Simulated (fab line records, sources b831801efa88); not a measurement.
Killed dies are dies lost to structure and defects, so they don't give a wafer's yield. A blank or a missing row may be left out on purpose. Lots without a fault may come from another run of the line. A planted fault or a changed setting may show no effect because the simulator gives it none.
fab line records | flow gf180mcu
record lots=7 wafers=21 last_day=34
route steps=602 shown MIM@523 M5@526
lots that met no fault: from a run of the same line without faults
start_h: hours from the record's first day to the start of the lot's first wafer shown | wait_h: hours since the lot's step before | " the same as in the row above | L1.1+2: a row that stands for several wafers | - no value, or no start given | * or withheld: withheld | < > ~ a bound
route shown NAME@n: a module of which the file shows steps, and the number in the route of the first | usual: mean/standard deviation of fault-free wafers | same: alike in all rows | chamber/n: place in a boat | sites: the reading at each site | _std_site: their standard deviation | _edge_site: outer sites' mean less inner sites' | radius_mm: how far each site lies from the wafer's centre | mask NAME#n: copy n | behind: the tool/chamber that last shaped the wafer | hold: why the lot was held/for how many hours/how that ended | device: the transistor (n, p or np) that didn't switch | end of line: the same wafers' tests at the end of the route | a step without rows: its recipe alone | killed: dies lost to structure and defects at the first sort, not the wafer's yield | map: a wafer's dies, x killed, . not, _ none there
set.NAME: the setting as run; set.NAME@STEP: as run at that earlier step | model.NAME: the simulator's own value behind a step, which no gauge read
lots at some steps of the route; a table a step, a row a wafer
services: from which hour (start_h, from the record's first day; less than 0 if before it) a tool's chamber was out of use, for how many hours, and why
## steps
# step GF_MIM_STRIP_20
# recipe chemistry=O2/N2 power_w=1400 pressure_mtorr=1500 platen_temp_c=250 o2_flow_sccm=3000 n2_flow_sccm=300 overash_fraction=0.5
# usual chamber_pressure_mTorr=1500.0/1.4 drypump_motor_current_A=5.85/0.26 heater_power_w=330/30 oes_product_au=0.693/0.0047 strip_time_to_endpoint_s=11.26/0.056
# columns lot.wafer tool chamber start_h wait_h chamber_pressure_mTorr drypump_motor_current_A heater_power_w oes_product_au rf_hours_counter_h strip_time_to_endpoint_s
L481.3 plasma_asher-03 1 626.87 0.1 1498.1 5.44 306 0.698 - 11.32
L481.5 " 1 " " 1500.9 5.42 308 0.696 - 11.30
L481.6 " 0 " " 1501.1 6.25 286 0.692 - 11.31
L485.1 plasma_asher-02 1 652.58 0.0 1499.9 6.05 349 0.690 23 11.24
L485.3 " 1 " " 1498.7 6.05 364 0.698 - 11.23
L485.4 " 0 " " 1498.6 5.73 350 0.695 - 11.20
L491.2 plasma_asher-02 0 709.72 0.0 1498.2 5.72 349 0.700 31 11.37
L491.3 " 1 " " 1498.7 5.96 350 0.693 - 11.35
L491.5 " 1 " " 1503.4 6.01 355 0.696 - 11.33
L492.1 plasma_asher-02 0 713.56 0.0 1499.9 5.71 346 0.692 31 11.33
L492.4 " 1 " " 1499.1 5.99 364 0.694 - 11.25
L492.6 " 1 " " 1501.1 6.02 355 0.693 - 11.26
L493.2 plasma_asher-03 0 718.19 0.0 1499.2 6.19 282 0.692 98 11.14
L493.4 " 1 " " 1500.1 5.39 315 0.692 - 11.18
L493.6 " 1 " " 1499.7 5.43 313 0.692 - 11.25
L494.2 plasma_asher-02 1 718.49 0.0 1501.0 6.01 360 0.688 32 11.23
L494.3 " 1 " " 1499.7 6.00 357 0.689 - 11.27
L494.5 " 0 " " 1503.2 5.73 346 0.694 - 11.28
L499.3 plasma_asher-04 0 753.40 0.1 1500.3 5.97 363 0.699 - 11.28
L499.4 " 1 " " 1500.3 5.72 318 0.701 - 11.34
L499.5 " 0 " " 1502.6 5.98 371 0.695 - 11.31
# step GF_MIM_STRIP_21
# recipe chemistry=post_etch_residue_remover time_s=1200 temp_c=72.5
# step GF_MIM_CLEAN_22
# recipe chemistry=DIW dry=n2_spin
# step GF_M5_DEHYDRATE_00
# recipe temp_c=200 time_s=60
# step GF_M5_HMDS_01
# recipe prime_time_s=60 prime_temp_c=120
# step GF_M5_COAT_02
# recipe resist=KrF spin_rpm=withheld resist_thk_nm=1000
# step GF_M5_SOFTBAKE_03
# recipe temp_c=130 time_s=60 resist=KrF
# step GF_M5_EXPOSE_04
# recipe mask_id=Metal5 target_cd_nm=280 na=0.68 source_shape=conventional sigma_outer=0.6 dose_mj=28
# step GF_M5_PEB_05
# recipe peb_temp_c=135 peb_time_s=90 resist=KrF
# step GF_M5_DEVELOP_06
# recipe develop_time_s=60 dev_temp_c=21
# step GF_M5_CD_MEAS_07
# recipe target_cd_nm=280
# usual cd_nm=279.5/1.3
# columns lot.wafer tool chamber start_h wait_h cd_nm
L481.3 cd_sem-01 - 662.26 16.4 279.0
L481.5 " - " " 278.7
L481.6 " - " " 278.7
L485.1 cd_sem-01 - 667.86 12.5 280.7
L485.3 " - " " 280.5
L485.4 " - " " 281.0
L491.2 cd_sem-01 - 728.66 0.1 277.9
L491.3 " - " " 279.2
L491.5 " - " " 279.8
L492.1 cd_sem-02 - 731.07 0.1 278.6
L492.4 " - " " 278.0
L492.6 " - " " 277.6
L494.2 cd_sem-01 - 736.63 0.1 281.2
L494.3 " - " " 281.8
L494.5 " - " " 281.8
L493.2 cd_sem-02 - 736.66 0.1 279.2
L493.4 " - " " 280.1
L493.6 " - " " 278.6
L499.3 cd_sem-02 - 770.75 0.1 278.1
L499.4 " - " " 277.4
L499.5 " - " " 278.0
# step GF_M5_OVL_MEAS_08
# usual M5_OVL=-4/4.8
# columns lot.wafer tool chamber start_h wait_h M5_OVL[nm]
L481.3 overlay-01 - 662.35 0.1 -10
L481.5 " - " " -6
L481.6 " - " " -3
L485.1 overlay-02 - 667.98 0.1 -5
L485.3 " - " " -2
L485.4 " - " " -1
L491.2 overlay-02 - 728.76 0.1 -10
L491.3 " - " " -15
L491.5 " - " " -9
L492.1 overlay-01 - 731.19 0.1 5
L492.4 " - " " -4
L492.6 " - " " 6
L494.2 overlay-02 - 736.73 0.1 -5
L494.3 " - " " -7
L494.5 " - " " -7
L493.2 overlay-01 - 736.76 0.1 -2
L493.4 " - " " -1
L493.6 " - " " -6
L499.3 overlay-02 - 770.84 0.1 2
L499.4 " - " " 3
L499.5 " - " " 3
# step GF_M5_ETCH_09
# recipe chemistry=CF4/O2 target=Si3N4 target_depth_nm=52 source_w=800 bias_w=150 pressure_mtorr=150 cf4_flow_sccm=80 O2_flow_sccm=10 time_s=11.6
# usual O2_flow_sccm=10.002/0.025 bias_w=150.0/0.45 chamber_pressure_mTorr=150.02/0.14 drypump_motor_current_A=5.9/0.51 oes_product_au=0.996/0.0092 throttle_valve_pct=5.969/0.009
# columns lot.wafer tool chamber start_h wait_h O2_flow_sccm bias_w chamber_pressure_mTorr drypump_motor_current_A oes_product_au rf_hours_counter_h throttle_valve_pct model.KrF_of_M5_COAT_02.thk_nm
L481.3 rie_diel-02 1 662.38 0.0 9.996 150.0 149.95 6.0 1.001 50 5.974 950.9
L481.5 " 1 " " 10.020 150.2 150.05 6.0 0.995 - 5.965 951.3
L481.6 " 0 " " 10.023 150.2 150.12 6.0 0.999 - 5.964 947.6
L485.1 rie_diel-04 1 668.02 0.0 9.987 150.3 150.12 5.4 0.993 2 5.968 950.1
L485.3 " 2 " " 10.034 150.7 150.25 6.5 0.987 60 5.969 951.1
L485.4 " 0 " " 9.977 150.3 150.25 6.2 0.986 18 5.975 951.8
L491.2 rie_diel-01 3 728.79 0.0 - - - - - - - 986
L491.3 " 2 " " - - - - - - - 985.6
L491.5 " 2 " " - - - - - - - 987.2
L492.1 rie_diel-02 1 731.22 0.0 - - - - - - - 986.1
L492.4 " 3 " " - - - - - - - 984.7
L492.6 " 1 " " - - - - - - - 983.6
L494.2 rie_diel-01 0 736.76 0.0 - - - - - - - 983.1
L494.3 " 1 " " - - - - - - - 982.1
L494.5 " 3 " " - - - - - - - 984.2
L493.2 rie_diel-04 0 736.79 0.0 9.964 150.7 150.12 6.2 1.002 21 5.974 950.8
L493.4 " 2 " " 10.043 149.6 150.14 6.5 1.014 1 5.964 951.5
L493.6 " 0 " " 10.009 149.9 150.15 6.1 0.997 - 5.971 953.2
L499.3 rie_diel-01 3 770.86 0.0 10.046 149.6 149.82 5.7 1.008 9 5.971 945
L499.4 " 1 " " 10.017 150.2 149.94 6.5 0.995 27 5.959 947.6
L499.5 " 1 " " 9.998 151.0 150.03 6.6 0.992 - 5.967 952.7
# step GF_M5_METAL_ETCH_10
# recipe chemistry=Cl2/BCl3 mask_material=KrF target_depth_nm=627.5 stop_on=SiO2 pressure_mtorr=8 icp_w=800 bias_w=140 Cl2_flow_sccm=80 bcl3_flow_sccm=40 time_s=104.6
# usual bcl3_flow_sccm=40.00/0.11 bias_w=140.0/0.45 chamber_pressure_mTorr=8.001/0.0081 drypump_motor_current_A=5.6/0.39 oes_product_au=0.967/0.0079 throttle_valve_pct=28.254/0.011
# columns lot.wafer tool chamber start_h wait_h bcl3_flow_sccm bias_w chamber_pressure_mTorr drypump_motor_current_A oes_product_au rf_hours_counter_h throttle_valve_pct model.KrF_of_M5_COAT_02.thk_nm
L481.3 rie_metal-04 0 662.44 0.0 40.00 139.5 8.001 4.9 0.970 - 28.245 688.3
L481.5 " 1 " " 40.17 139.0 7.997 5.9 0.964 - 28.247 704.8
L481.6 " 0 " " 40.02 140.1 7.998 4.9 0.961 - 28.255 685.7
L485.1 rie_metal-04 1 668.04 0.0 40.00 140.0 8.002 5.8 0.965 5.7 28.256 703.5
L485.3 " 1 " " 39.90 140.2 7.997 5.8 0.966 - 28.251 704
L485.4 " 0 " " 39.97 140.1 8.001 4.9 0.962 - 28.244 688.1
L491.2 rie_metal-01 0 728.82 0.0 40.16 139.8 7.988 5.5 0.970 7.9 28.251 735.9
L491.3 " 1 " " 40.00 139.9 8.002 6.0 0.970 - 28.261 745.2
L491.5 " 1 " " 39.99 140.5 8.009 6.0 0.962 - 28.262 745.1
L492.1 rie_metal-01 0 731.25 0.0 39.98 140.0 7.997 5.5 0.978 8.1 28.239 733.4
L492.4 " 0 " " 39.89 140.1 7.998 5.5 0.979 - 28.261 730.6
L492.6 " 0 " " 39.84 140.3 7.996 5.5 0.982 - 28.250 733.8
L494.2 rie_metal-01 1 736.79 0.0 40.29 139.7 7.995 6.0 0.963 7.5 28.253 741.7
L494.3 " 1 " " 40.25 140.0 8.019 6.0 0.962 - 28.272 738.8
L494.5 " 0 " " 40.23 139.8 7.988 5.5 0.970 - 28.253 736.8
L493.2 rie_metal-03 0 736.82 0.0 39.92 138.8 8.009 6.0 0.965 9.0 28.254 696.3
L493.4 " 0 " " 40.06 139.5 7.987 6.0 0.977 - 28.241 696
L493.6 " 1 " " 39.69 140.0 8.011 5.5 0.957 - 28.271 695.7
L499.3 rie_metal-04 1 770.92 0.0 40.06 139.5 7.999 5.8 0.975 - 28.242 692.1
L499.4 " 0 " " 40.12 140.5 7.990 4.9 0.969 - 28.250 684.4
L499.5 " 1 " " 40.13 139.2 8.009 5.8 0.978 - 28.245 701.1
# step GF_M5_STRIP_11
# recipe chemistry=O2/N2 power_w=1400 pressure_mtorr=1500 platen_temp_c=250 o2_flow_sccm=3000 n2_flow_sccm=300 overash_fraction=0.5
# usual chamber_pressure_mTorr=1499.9/1.4 drypump_motor_current_A=5.9/0.39 heater_power_w=323/31 oes_product_au=0.543/0.0056 strip_time_to_endpoint_s=7.53/0.064
# columns lot.wafer tool chamber start_h wait_h chamber_pressure_mTorr drypump_motor_current_A heater_power_w oes_product_au rf_hours_counter_h strip_time_to_endpoint_s
L481.3 plasma_asher-03 1 662.55 0.1 1499.2 5.4 304 0.537 - 7.43
L481.5 " 0 " " 1500.4 6.2 281 0.541 - 7.59
L481.6 " 1 " " 1498.5 5.4 301 0.540 - 7.41
L485.1 plasma_asher-03 1 668.15 0.1 1501.2 5.4 310 0.542 93 7.56
L485.3 " 1 " " 1500.1 5.5 308 0.540 - 7.57
L485.4 " 0 " " 1502.1 6.2 279 0.533 - 7.43
L491.2 plasma_asher-01 0 728.93 0.1 1500.4 5.4 365 0.546 109 7.88
L491.3 " 0 " " 1497.5 5.4 361 0.563 - 7.98
L491.5 " 1 " " 1499.3 6.6 310 0.553 - 7.97
L492.1 plasma_asher-03 1 731.36 0.1 1502.3 5.4 304 0.557 100 7.87
L492.4 " 1 " " 1498.2 5.4 314 0.557 - 7.83
L492.6 " 0 " " 1502.7 6.2 281 0.552 - 7.87
L494.2 plasma_asher-04 0 736.90 0.1 1500.1 6.0 359 0.558 63 7.93
L494.3 " 1 " " 1499.3 5.7 324 0.564 - 7.90
L494.5 " 1 " " 1498.5 5.7 321 0.568 - 7.90
L493.2 plasma_asher-03 0 736.93 0.1 1500.6 6.2 284 0.540 100 7.49
L493.4 " 0 " " 1499.1 6.2 277 0.545 - 7.49
L493.6 " 1 " " 1501.8 5.4 311 0.539 - 7.49
L499.3 plasma_asher-04 0 771.03 0.1 1499.1 6.0 371 0.542 - 7.45
L499.4 " 1 " " 1498.9 5.7 316 0.535 - 7.38
L499.5 " 1 " " 1500.5 5.7 323 0.540 - 7.54
# step GF_M5_STRIP_12
# recipe chemistry=post_etch_residue_remover time_s=1200 temp_c=72.5
## services
# columns tool chamber start_h hours kind
plasma_asher-04 - 609.01 4.2 repair
plasma_asher-03 - 611.73 1.6 repair
rie_diel-01 2 628.59 7.9 repair
plasma_asher-03 - 662.75 2.8 pm
rie_metal-01 - 663.23 0.7 repair
rie_diel-01 1 666.71 3.6 repair
plasma_asher-04 - 673.52 1.5 repair
plasma_asher-01 - 678.80 2.3 repair
rie_metal-04 1 682.52 7.3 repair
rie_diel-04 2 687.95 - clean
rie_diel-04 2 687.95 18.9 scheduled_down
rie_diel-04 2 687.95 18.9 vent_cycle
rie_diel-02 3 695.94 18.3 repair
rie_diel-01 3 708.70 7.7 repair
rie_metal-04 0 711.25 14.6 repair
rie_diel-04 0 720.17 2.9 repair
rie_diel-02 0 730.60 16.2 repair
plasma_asher-01 - 733.77 9.0 pm
rie_diel-02 3 743.22 7.4 repair
rie_diel-02 1 750.64 - clean
rie_metal-03 1 757.91 15.1 repair
plasma_asher-02 - 759.20 1.7 repair
plasma_asher-04 - 767.98 2.8 pm
rie_diel-01 - 769.66 0.3 repair
## key
first_sign step=GF_M5_ETCH_09 reading=tool_record direction=missing
effect step=GF_M5_STRIP_11 reading=strip_time_to_endpoint_s direction=up sigmas=5.9 usual=* struck=*
model_effect step=GF_M5_ETCH_09 value=KrF_of_M5_COAT_02.thk_nm without=950.3 struck=984.7
model_effect step=GF_M5_METAL_ETCH_10 value=KrF_of_M5_COAT_02.thk_nm without=703.5 struck=737.9
met_at GF_M5_ETCH_09
struck_wafers L491.2,L491.3,L491.5,L492.1,L492.4,L492.6,L494.2,L494.3,L494.5
later_rows_left_out L491.2,L491.3,L491.5,L492.1,L492.4,L492.6,L494.2,L494.3,L494.5
sort_left_out L491.2,L491.3,L491.5,L492.1,L492.4,L492.6,L494.2,L494.3,L494.5
onset_between 662.38 728.79
fault kind=skipped_step_whole tool=rie_diel-01,rie_diel-02 chamber=- onset_h=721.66 steps=GF_M5_ETCH_09 scope=struck_lots_only
# sort_left_out: the simulated sort isn't trusted on such a fault, so these wafers' sort isn't shown, and their yield isn't known
# later_rows_left_out: the simulator's readings of these wafers behind a module that went badly wrong aren't trusted and aren't shown, but for the sort
